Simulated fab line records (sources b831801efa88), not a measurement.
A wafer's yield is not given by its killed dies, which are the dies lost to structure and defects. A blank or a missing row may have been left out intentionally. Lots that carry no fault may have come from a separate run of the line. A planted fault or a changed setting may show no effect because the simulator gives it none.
Matching of chambers    flow gf180mcu    GF_V3_CMP_26 on cmp-02: 4 sister chambers
The step polishes, stops on SiO2, t overpolish 15 s, target thk 0 nm. 4 wafers are shown with their chamber, then 9 later ones without.

## EACH WAFER AND ITS CHAMBER
wafer   chamber  motor_current_A (A)
L196.6  2        13.4
L203.1  1        9.3
L203.3  3        11.8
L203.6  0        13.0

## WAFERS MISSING THEIR CHAMBER
wafer   motor_current_A (A)
L207.1  12.0
L207.3  9.1
L207.4  11.9
L210.4  9.1
L210.5  12.4
L210.6  12.0
L215.2  12.9
L215.5  9.3
L215.6  13.1

## WHICH CHAMBER EACH ONE RAN IN
wafer    from the rows above            in truth
L207.1   3                              3
L207.3   1                              1
L207.4   3                              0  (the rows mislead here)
L210.4   1                              1
L210.5   can't be placed: 0 or 3 or 2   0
L210.6   3                              3
L215.2   can't be placed: 0 or 2        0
L215.5   1                              1
L215.6   can't be placed: 0 or 2        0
Correct placement for 5 of the 9. Can't be placed from these rows: 3 (the true chamber is among the candidates in 3). Number placed wrongly: 1.
How it was worked out, from the rows above alone: a wafer's distance from a chamber is the root of the sum, over the readings, of the square of ((its reading less the chamber's mean) divided by the reading's scatter). If the next closest chamber is less than 2 further off than the closest, the wafer can't be placed; otherwise it belongs to the closest. Each chamber's mean is taken over the wafers shown for it. The scatter: with one shown wafer a chamber, the root of the mean of the squares of how far each hidden wafer lies from its nearest shown one.
